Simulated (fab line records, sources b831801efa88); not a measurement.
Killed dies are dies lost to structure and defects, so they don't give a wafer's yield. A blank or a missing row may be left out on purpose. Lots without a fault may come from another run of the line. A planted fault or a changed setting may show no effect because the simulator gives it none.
A struck lot beside a sound one | flow sky130 | 25 steps out of a route of 708
Sound: wafers L726.1, L726.4, L726.6. Struck: wafers L733.2, L733.4, L733.6. The cause comes at the end.
At each step with rows: each side's tool, then ch and its chambers, then its first start. Under that, the readings that differ: sound wafers | struck wafers | difference of the means | sigmas: that difference in standard deviations of wafers without a fault.
alike: readings whose means differ by less than 2 such deviations, and words and numbers that are the same on both sides. not compared: withheld readings, readings that some wafer has no value for, bounds like >300 that may hide the same value, and numbers for which the record gives no deviation and whose values overlap.
The two part at a step that has a row with sigmas, a row that says differs or no value, or rows on one side only. Numbers that don't overlap but have no deviation are shown without sigmas and don't part them. A reading that every wafer of one side lacks parts them only if that side has two wafers or more.

first, 4 steps without rows for these wafers: SKY_RES_PROTECT_EXPOSE_04 (exposes mask RPM, target cd 1270 nm); SKY_RES_PROTECT_PEB_05; SKY_RES_PROTECT_DEVELOP_06 (develop time 60 s); SKY_POLY_GATE_IMPLANT_02.
SKY_RES_PROTECT_STRIP_07: strips in O2/N2.
  sound on plasma_asher-02 ch 0, day 18 01:28; struck on plasma_asher-03 ch 1, day 20 16:10
  reading                     | sound       | struck      | difference | sigmas
  drypump_motor_current_A (A) | 6.4 6.4 6.3 | 5.4 5.3 5.4 | -1.0       | -2
  alike: oes_product_au, strip_time_to_endpoint_s
  not compared: rf_hours_counter_h
SKY_RES_PROTECT_TW_MEAS_08:
  sound on film_metro-01, day 18 01:34; struck on film_metro-02, day 20 16:16
  alike: POLY_GATE_TW
then, 2 steps without rows for these wafers: SKY_RES_PROTECT_CLEAN_09 (cleans in SC1/SC2, time 150 s); SKY_POLY_GATE_CVD_03 (deposits Si3N4 from DCS/NH3, target thk 75 nm, time 1290 s).
SKY_POLY_GATE_THK_MEAS_04:
  sound on film_metro-03, day 18 03:42; struck on film_metro-01, day 20 17:44
  alike: POLY_GATE_CVD_03_THK
then, 3 steps without rows for these wafers: SKY_POLY_GATE_DEHYDRATE_05 (time 60 s); SKY_POLY_GATE_HMDS_06 (prime time 60 s); SKY_POLY_GATE_COAT_07 (resist thk 110 nm).
SKY_POLY_GATE_COAT_08: resist thk 450 nm.
  sound on litho_track-01 ch 0, day 18 18:00; struck on litho_track-01 ch 0, day 21 08:00
  reading                                          | sound                | struck               | difference | sigmas
  spin_speed_rpm (rpm)                             | 2998.6 3002.1 2999.4 | 3906.6 3904.5 3908.2 | +906.4     | +99 or more
  model.KrF-thick_of_POLY_GATE_COAT_08.thk_nm (nm) | 449.5 450.9 450.1    | 394.8 395.2 393.6    | -55.6      |
  alike: exhaust_pa
then, 4 steps without rows for these wafers: SKY_POLY_GATE_SOFTBAKE_09 (time 90 s); SKY_POLY_GATE_EXPOSE_10 (exposes mask P1M, target cd 150 nm); SKY_POLY_GATE_PEB_11; SKY_POLY_GATE_DEVELOP_12 (develop time 60 s).
SKY_POLY_GATE_CD_MEAS_13: target cd 150 nm.
  sound on cd_sem-01, day 19 09:23; struck on cd_sem-02, day 22 00:08
  alike: cd_nm
SKY_POLY_GATE_OVL_MEAS_14:
  sound on overlay-02, day 19 09:30; struck on overlay-02, day 22 00:15
  reading            | sound      | struck | difference | sigmas
  POLY_GATE_OVL (nm) | -12 -11 -4 | 3 4 5  | +13        | +3
SKY_POLY_GATE_ETCH_15: etches BARC in N2/H2, stops on SiO2, time 118.5 s, target depth 110 nm.
  sound on rie_diel-04 ch 0,2,3, day 19 09:32; struck on rie_diel-04 ch 0,3, day 22 00:17
  alike: bias_w, drypump_motor_current_A, oes_product_au, throttle_valve_pct
  not compared: rf_hours_counter_h
SKY_POLY_GATE_ETCH_16: etches Si3N4 in CH3F/O2, stops on poly-Si, time 147.5 s, target depth 75 nm.
  sound on rie_diel-04 ch 0,2,3, day 19 09:37; struck on rie_diel-04 ch 0,3, day 22 00:22
  alike: bias_w, drypump_motor_current_A, oes_product_au, throttle_valve_pct
  not compared: rf_hours_counter_h
SKY_POLY_GATE_ETCH_17: etches poly-Si in HBr/Cl2, stops on SiO2, target depth 180 nm, time 70.5 s.
  sound on rie_si-02 ch 0,2, day 19 09:43; struck on rie_si-02 ch 0,2,3, day 22 00:28
  reading                                          | sound             | struck            | difference | sigmas
  model.KrF-thick_of_POLY_GATE_COAT_08.thk_nm (nm) | 138.5 139.6 136.3 | 80.82 81.71 80.23 | -57.21     |
  alike: HBr_flow_sccm, bias_w, drypump_motor_current_A, mfc_cl2_sccm, oes_product_au, throttle_valve_pct
  not compared: rf_hours_counter_h
SKY_POLY_GATE_STRIP_18: strips in O2/N2.
  sound on plasma_asher-02 ch 0,1, day 19 09:47; struck on plasma_asher-03 ch 0,1, day 22 00:31
  reading                      | sound             | struck            | difference | sigmas
  oes_product_au (a.u.)        | 0.361 0.364 0.363 | 0.331 0.332 0.330 | -0.032     | -7
  strip_time_to_endpoint_s (s) | 3.144 3.158 3.122 | 2.518 2.518 2.498 | -0.630     | -22
  alike: drypump_motor_current_A
  not compared: rf_hours_counter_h
then, 1 step without rows for these wafers: SKY_POLY_GATE_CLEAN_19 (cleans in SC1/SC2, time 150 s).
-- the record jumps here: 28 days lie between the struck wafers' starts before and after (it left off in module POLY_GATE and takes up again in module PAD_OPEN, whose first step shown is number 708 of the route) --
SKY_PAD_OPEN_PROBE_99:
  sound on prober-01, day 47 22:32; struck on prober-02, day 49 13:26
  alike: killed_at_M0_to_M3, killed_at_M4_up, killed_at_contacts, killed_at_front_end, killed_at_other, killed_dies, killed_open, killed_short

WHERE THEY PART
First at SKY_RES_PROTECT_STRIP_07; last, within this record, at SKY_POLY_GATE_STRIP_18. Later steps at which nothing parts them and some readings are alike: SKY_PAD_OPEN_PROBE_99.

WHY: what the simulator had put in
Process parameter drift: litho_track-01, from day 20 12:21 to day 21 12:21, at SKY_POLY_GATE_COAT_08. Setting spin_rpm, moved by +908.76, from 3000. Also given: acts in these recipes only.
